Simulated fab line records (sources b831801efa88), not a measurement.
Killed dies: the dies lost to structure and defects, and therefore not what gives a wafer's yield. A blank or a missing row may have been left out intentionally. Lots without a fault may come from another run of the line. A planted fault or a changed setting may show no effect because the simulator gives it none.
fab line records | flow gf180mcu
record: lots: 6 | wafers: 18 | last-day: 33
route steps=602 shown VT_IMPLANT@128 MVSD@136 NWELL@137 LVPWELL@138 MVPSD@139
lots that met no fault: from a run of the same line without faults
start-h: the number of hours between the record's first day and the start of the first shown wafer of the lot | wait-h: hours elapsed since this lot's preceding step | " as in the row above | L1.1+2: a row that stands for several wafers | - no value, or no start given | * or withheld: withheld | < > ~ a bound
route shown NAME@n: a module of which the file shows steps, and the number in the route of the first | usual: mean/standard deviation taken from wafers without a fault | same: alike in all rows | chamber/n: place in a boat | sites: the reading at each site | _std_site: how widely they spread, as a standard deviation | _edge_site: outer sites' mean less inner sites' | radius-mm: how far each site lies from the wafer's centre | mask NAME#n: copy n | behind: tool/chamber where the wafer was last shaped | hold: cause of the lot's hold/its duration in hours/its outcome | device: the transistor (n, p or np) that didn't switch | end of line: tests of these same wafers at the route's end | a step given without rows: its recipe and nothing more | killed: dies lost to structure and defects at the first sort, not the wafer's yield | map: the dies of a wafer, with x for killed, . for not killed, _ for no die there
set.NAME: the setting that was run; set.NAME@STEP: the one run at that earlier step | model.NAME: the simulator's own value behind a step, which no gauge read
lots at some steps of the route; a table a step, a row a wafer
services: the hour from which a tool's chamber was out of use, counted from the record's first day as start-h (under 0 if before that day), plus the number of hours and why
== steps ==
step: GF_VT_IMPLANT_PEB_38
recipe: temp-c: withheld | time-s: * | resist: NOVOLAK
step: GF_VT_IMPLANT_DEVELOP_39
recipe: develop-time-s: 60 | dev-temp-c: 23
step: GF_VT_IMPLANT_OVL_MEAS_40
usual: VT_IMPLANT_03_OVL: 0.8/1.3
lot.wafer | tool       | chamber | start-h | wait-h | VT_IMPLANT_03_OVL[nm]
L596.3    | overlay-02 | -       | 169.03  | 0.1    | -0.1
L596.5    | "          | -       | "       | "      | 2.1
L596.6    | "          | -       | "       | "      | 1.8
L599.2    | overlay-01 | -       | 190.91  | 0.1    | 0.1
L599.4    | "          | -       | "       | "      | 0.6
L599.5    | "          | -       | "       | "      | 1.3
L606.2    | overlay-01 | -       | 238.38  | 0.1    | 1.8
L606.3    | "          | -       | "       | "      | 1.5
L606.5    | "          | -       | "       | "      | 2.2
L607.1    | overlay-01 | -       | 250.57  | 0.1    | 1.0
L607.3    | "          | -       | "       | "      | 1.9
L607.5    | "          | -       | "       | "      | 0.8
L610.2    | overlay-01 | -       | 268.28  | 0.1    | -1.1
L610.3    | "          | -       | "       | "      | -0.7
L610.6    | "          | -       | "       | "      | 1.8
L611.1    | overlay-01 | -       | 272.70  | 0.1    | 0.4
L611.5    | "          | -       | "       | "      | 2.6
L611.6    | "          | -       | "       | "      | 1.8
step: GF_VT_IMPLANT_IMPLANT_41
recipe: species: As | energy-kev: 70 | dose-cm2: 1.013e+12 | tilt-deg: 7
step: GF_VT_IMPLANT_STRIP_42
recipe: chemistry: O2/N2 | power-w: 1400 | pressure-mtorr: 1500 | platen-temp-c: 250 | o2-flow-sccm: 3000 | n2-flow-sccm: 300 | overash-fraction: 0.5
usual: drypump-motor-current-A: 5.7/0.53 | heater-power-w: 330/21 | oes-product-au: 0.716/0.005 | strip-time-to-endpoint-s: 12.61/0.041
lot.wafer | tool            | chamber | start-h | wait-h | drypump-motor-current-A | heater-power-w | oes-product-au | rf-hours-counter-h | strip-time-to-endpoint-s
L596.3    | plasma-asher-04 | 0       | 169.24  | 0.1    | 6.7                     | 316            | 0.726          | -                  | 12.56
L596.5    | "               | 0       | "       | "      | 6.7                     | 308            | 0.717          | -                  | 12.58
L596.6    | "               | 1       | "       | "      | 5.5                     | 300            | 0.714          | -                  | 12.57
L599.2    | plasma-asher-01 | 0       | 191.09  | 0.1    | 5.8                     | 331            | 0.718          | 54                 | 12.57
L599.4    | "               | 1       | "       | "      | 5.2                     | 351            | 0.717          | -                  | 12.57
L599.5    | "               | 1       | "       | "      | 5.2                     | 354            | 0.723          | -                  | 12.57
L606.2    | plasma-asher-04 | 1       | 238.56  | 0.1    | 5.5                     | 295            | 0.716          | 58                 | 12.62
L606.3    | "               | 0       | "       | "      | 6.7                     | 309            | 0.714          | -                  | 12.65
L606.5    | "               | 0       | "       | "      | 6.7                     | 308            | 0.713          | -                  | 12.67
L607.1    | plasma-asher-03 | 0       | 250.76  | 0.1    | 5.1                     | 353            | 0.722          | 49                 | 12.62
L607.3    | "               | 1       | "       | "      | 6.0                     | 326            | 0.718          | -                  | 12.59
L607.5    | "               | 1       | "       | "      | 6.0                     | 336            | 0.722          | -                  | 12.61
L610.2    | plasma-asher-04 | 0       | 268.46  | 0.1    | 6.7                     | 313            | 0.718          | 61                 | 12.61
L610.3    | "               | 1       | "       | "      | 5.5                     | 293            | 0.724          | -                  | 12.59
L610.6    | "               | 0       | "       | "      | 6.7                     | 303            | 0.714          | -                  | 12.60
L611.1    | plasma-asher-03 | 0       | 272.89  | 0.1    | 5.1                     | 360            | 0.712          | 51                 | 12.60
L611.5    | "               | 1       | "       | "      | 6.0                     | 329            | 0.715          | -                  | 12.63
L611.6    | "               | 0       | "       | "      | 5.1                     | 346            | 0.707          | -                  | 12.61
step: GF_VT_IMPLANT_TW_MEAS_43
usual: VT_IMPLANT_4_TW: 693/5.4
lot.wafer | tool          | chamber | start-h | wait-h | VT_IMPLANT_4_TW
L596.3    | film-metro-02 | -       | 169.33  | 0.1    | 695
L596.5    | "             | -       | "       | "      | 698
L596.6    | "             | -       | "       | "      | 697
L599.2    | film-metro-02 | -       | 191.20  | 0.1    | 695
L599.4    | "             | -       | "       | "      | 695
L599.5    | "             | -       | "       | "      | 694
L606.2    | film-metro-04 | -       | 238.67  | 0.1    | 695
L606.3    | "             | -       | "       | "      | 698
L606.5    | "             | -       | "       | "      | 695
L607.1    | film-metro-02 | -       | 250.86  | 0.1    | 693
L607.3    | "             | -       | "       | "      | 696
L607.5    | "             | -       | "       | "      | 698
L610.2    | film-metro-02 | -       | 268.57  | 0.1    | 694
L610.3    | "             | -       | "       | "      | 692
L610.6    | "             | -       | "       | "      | 693
L611.1    | film-metro-02 | -       | 272.99  | 0.1    | 690
L611.5    | "             | -       | "       | "      | 692
L611.6    | "             | -       | "       | "      | 692
step: GF_VT_IMPLANT_CLEAN_44
recipe: chemistry: SC1/SC2 | mix: 1:4:20 | temp-c: 70 | time-s: 150 | dry: n2-spin
step: GF_VT_IMPLANT_RTA_45
recipe: temp-c: 1050 | time-s: 30 | ambient: N2
usual: lamp-power-pct: 35.8/2.8 | wafer_temp_C_max: 1056.4/1.3
lot.wafer | tool          | chamber | start-h | wait-h | lamp-power-pct | wafer_temp_C_max
L596.3    | rtp-anneal-01 | 0       | 169.45  | 0.0    | 33.1           | 1057.1
L596.5    | "             | 0       | "       | "      | 33.1           | 1058.8
L596.6    | "             | 0       | "       | "      | 33.1           | 1056.6
L599.2    | rtp-anneal-01 | 0       | 191.31  | 0.0    | 33.0           | 1056.5
L599.4    | "             | 0       | "       | "      | 33.0           | 1057.9
L599.5    | "             | 0       | "       | "      | 33.0           | 1057.3
L606.2    | rtp-anneal-02 | 0       | 238.79  | 0.0    | 38.7           | 1054.1
L606.3    | "             | 0       | "       | "      | 38.7           | 1054.6
L606.5    | "             | 0       | "       | "      | 38.6           | 1057.5
L607.1    | rtp-anneal-02 | 0       | 250.97  | 0.0    | 38.7           | 1055.8
L607.3    | "             | 0       | "       | "      | 38.6           | 1056.4
L607.5    | "             | 0       | "       | "      | 38.6           | 1055.2
L610.2    | rtp-anneal-01 | 0       | 268.69  | 0.0    | 33.1           | 1058.8
L610.3    | "             | 0       | "       | "      | 33.1           | 1056.4
L610.6    | "             | 0       | "       | "      | 33.0           | 1057.9
L611.1    | rtp-anneal-02 | 0       | 273.10  | 0.0    | 38.7           | 1054.0
L611.5    | "             | 0       | "       | "      | 38.6           | 1055.5
L611.6    | "             | 0       | "       | "      | 38.6           | 1055.3
step: GF_VT_IMPLANT_RS_MEAS_46
recipe: thk-meas-gauge: four-point-probe
usual: MVSD_RS: 456.1/1.1
lot.wafer | tool          | chamber | start-h | wait-h | MVSD_RS[ohm/sq]
L596.3    | film-metro-03 | -       | 169.56  | 0.1    | 454.9
L596.5    | "             | -       | "       | "      | 455.1
L596.6    | "             | -       | "       | "      | 455.3
L599.2    | film-metro-03 | -       | 191.42  | 0.1    | 457.8
L599.4    | "             | -       | "       | "      | 457.4
L599.5    | "             | -       | "       | "      | 457.1
L606.2    | film-metro-03 | -       | 238.89  | 0.1    | 455.6
L606.3    | "             | -       | "       | "      | 457.2
L606.5    | "             | -       | "       | "      | 456.4
L607.1    | film-metro-04 | -       | 251.07  | 0.1    | 457.4
L607.3    | "             | -       | "       | "      | 457.1
L607.5    | "             | -       | "       | "      | 456.1
L610.2    | film-metro-04 | -       | 268.79  | 0.1    | 456.7
L610.3    | "             | -       | "       | "      | 457.0
L610.6    | "             | -       | "       | "      | 456.6
L611.1    | film-metro-01 | -       | 273.20  | 0.1    | 455.8
L611.5    | "             | -       | "       | "      | 455.8
L611.6    | "             | -       | "       | "      | 455.5
step: GF_VT_IMPLANT_RS_MEAS_47
recipe: thk-meas-gauge: four-point-probe
usual: NWELL_RS: 487.0/1.2
lot.wafer | tool          | chamber | start-h | wait-h | NWELL_RS[ohm/sq]
L596.3    | film-metro-03 | -       | 169.68  | 0.1    | 486.2
L596.5    | "             | -       | "       | "      | 487.0
L596.6    | "             | -       | "       | "      | 486.0
L599.2    | film-metro-03 | -       | 191.54  | 0.1    | 488.3
L599.4    | "             | -       | "       | "      | 489.2
L599.5    | "             | -       | "       | "      | 487.9
L606.2    | film-metro-03 | -       | 239.01  | 0.1    | 488.4
L606.3    | "             | -       | "       | "      | 487.4
L606.5    | "             | -       | "       | "      | 489.6
L607.1    | film-metro-04 | -       | 251.19  | 0.1    | 486.9
L607.3    | "             | -       | "       | "      | 485.0
L607.5    | "             | -       | "       | "      | 485.6
L610.2    | film-metro-04 | -       | 268.91  | 0.1    | 487.0
L610.3    | "             | -       | "       | "      | 486.6
L610.6    | "             | -       | "       | "      | 486.7
L611.1    | film-metro-01 | -       | 273.32  | 0.1    | 487.7
L611.5    | "             | -       | "       | "      | 487.2
L611.6    | "             | -       | "       | "      | 487.6
step: GF_VT_IMPLANT_RS_MEAS_48
recipe: thk-meas-gauge: four-point-probe
usual: LVPWELL_RS: 1196/3.4
lot.wafer | tool          | chamber | start-h | wait-h | LVPWELL_RS[ohm/sq]
L596.3    | film-metro-03 | -       | 169.80  | 0.1    | 1200
L596.5    | "             | -       | "       | "      | 1197
L596.6    | "             | -       | "       | "      | 1198
L599.2    | film-metro-03 | -       | 191.66  | 0.1    | 1200
L599.4    | "             | -       | "       | "      | 1197
L599.5    | "             | -       | "       | "      | 1198
L606.2    | film-metro-03 | -       | 239.13  | 0.1    | 1197
L606.3    | "             | -       | "       | "      | 1198
L606.5    | "             | -       | "       | "      | 1197
L607.1    | film-metro-04 | -       | 251.31  | 0.1    | 1185
L607.3    | "             | -       | "       | "      | 1188
L607.5    | "             | -       | "       | "      | 1185
L610.2    | film-metro-04 | -       | 269.03  | 0.1    | 1196
L610.3    | "             | -       | "       | "      | 1197
L610.6    | "             | -       | "       | "      | 1194
L611.1    | film-metro-01 | -       | 273.44  | 0.1    | 1197
L611.5    | "             | -       | "       | "      | 1196
L611.6    | "             | -       | "       | "      | 1198
step: GF_VT_IMPLANT_RS_MEAS_49
recipe: thk-meas-gauge: four-point-probe
usual: MVPSD_RS: 1168/3.3
lot.wafer | tool          | chamber | start-h | wait-h | MVPSD_RS[ohm/sq]
L596.3    | film-metro-03 | -       | 169.92  | 0.1    | 1174
L596.5    | "             | -       | "       | "      | 1169
L596.6    | "             | -       | "       | "      | 1175
L599.2    | film-metro-03 | -       | 191.78  | 0.1    | 1163
L599.4    | "             | -       | "       | "      | 1163
L599.5    | "             | -       | "       | "      | 1163
L606.2    | film-metro-03 | -       | 239.25  | 0.1    | 1167
L606.3    | "             | -       | "       | "      | 1170
L606.5    | "             | -       | "       | "      | 1169
L607.1    | film-metro-04 | -       | 251.43  | 0.1    | 1166
L607.3    | "             | -       | "       | "      | 1161
L607.5    | "             | -       | "       | "      | 1163
L610.2    | film-metro-04 | -       | 269.15  | 0.1    | 1172
L610.3    | "             | -       | "       | "      | 1168
L610.6    | "             | -       | "       | "      | 1170
L611.1    | film-metro-01 | -       | 273.56  | 0.1    | 1171
L611.5    | "             | -       | "       | "      | 1174
L611.6    | "             | -       | "       | "      | 1170
step: GF_VT_IMPLANT_WET_ETCH_50
recipe: chemistry: dHF | target-depth-nm: 20 | target: SiO2 | temp-c: 25 | dilution: 100:1 | time-s: 400
usual: bath-heat-duty-pct: 6.4/0.72 | run-length-s: 429/3.9
lot.wafer | tool         | chamber | start-h | wait-h | bath-heat-duty-pct | run-length-s | model.SiO2_of_STI_CVD_23.thk-nm | model.SiO2_of_STI_OXIDATION_29.thk-nm
L596.3    | wet-bench-03 | 2       | 170.00  | 0.1    | 8.0                | 425          | 381.3                           | 0
L596.5    | "            | 2       | "       | "      | 7.5                | 425          | 381.5                           | 0
L596.6    | "            | 2       | "       | "      | 7.6                | 425          | 380.9                           | 0
L599.2    | wet-bench-04 | 1       | 191.88  | 0.1    | 6.5                | 425          | 383.3                           | 0
L599.4    | "            | 1       | "       | "      | 6.6                | 425          | 382.7                           | 0
L599.5    | "            | 1       | "       | "      | 6.5                | 425          | 383.4                           | 0
L606.2    | wet-bench-01 | 3       | 239.35  | 0.1    | -                  | -            | 403                             | 9.411
L606.3    | "            | 3       | "       | "      | -                  | -            | 402.3                           | 9.595
L606.5    | "            | 3       | "       | "      | -                  | -            | 402.2                           | 9.203
L607.1    | wet-bench-04 | 3       | 251.55  | 0.1    | -                  | -            | 402.7                           | 9.587
L607.3    | "            | 3       | "       | "      | -                  | -            | 403.5                           | 9.873
L607.5    | "            | 3       | "       | "      | -                  | -            | 403.5                           | 9.637
L610.2    | wet-bench-01 | 3       | 269.25  | 0.1    | 6.6                | 433          | 381.8                           | 0
L610.3    | "            | 3       | "       | "      | 6.6                | 433          | 381.7                           | 0
L610.6    | "            | 3       | "       | "      | 6.2                | 433          | 381.3                           | 0
L611.1    | wet-bench-03 | 3       | 273.68  | 0.1    | 5.8                | 432          | 380.3                           | 0
L611.5    | "            | 3       | "       | "      | 6.1                | 432          | 380.7                           | 0
L611.6    | "            | 3       | "       | "      | 6.0                | 432          | 380                             | 0
== services ==
tool            | chamber | start-h | hours | kind
wet-bench-04    | -       | 166.29  | 3.4   | repair
wet-bench-04    | -       | 182.45  | 5.6   | repair
plasma-asher-01 | -       | 214.20  | 1.1   | repair
plasma-asher-01 | -       | 241.74  | 11.7  | repair
== key ==
first-sign: step: GF_VT_IMPLANT_WET_ETCH_50 | reading: tool-record | direction: missing
model-effect: step: GF_VT_IMPLANT_WET_ETCH_50 | value: SiO2_of_STI_CVD_23.thk-nm | without: 381.1 | struck: 402.9
more-kills-born-at: GF_VT_IMPLANT_WET_ETCH_50@wet-bench-04: 1311
met-at GF_VT_IMPLANT_WET_ETCH_50
struck-wafers L606.2,L606.3,L606.5,L607.1,L607.3,L607.5
rows-end L606.2,L606.3
later-rows-left-out L606.5,L607.1,L607.3,L607.5
sort-left-out L606.5
tester-left-out L606,L607
onset-between 191.88 239.35
fault: kind: skipped-step-whole | tool: wet-bench-01,wet-bench-04 | chamber: - | onset-h: 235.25 | steps: GF_VT_IMPLANT_WET_ETCH_50 | scope: struck-lots-only
tester-left-out: of these lots the tester's yield and bins aren't shown, on N5 and GAA mostly nor the transistor test; their killed dies are dies lost to structure and defects alone, not to doping, threshold or leakage, so they don't give the yield
sort-left-out: the simulated sort isn't trusted on such a fault, so these wafers' sort isn't shown, and their yield isn't known
later-rows-left-out: the simulator's readings of these wafers behind a module that went badly wrong aren't trusted and aren't shown, but for the sort
rows-end: these wafers met a further fault down the route, and their rows from its step on are left out
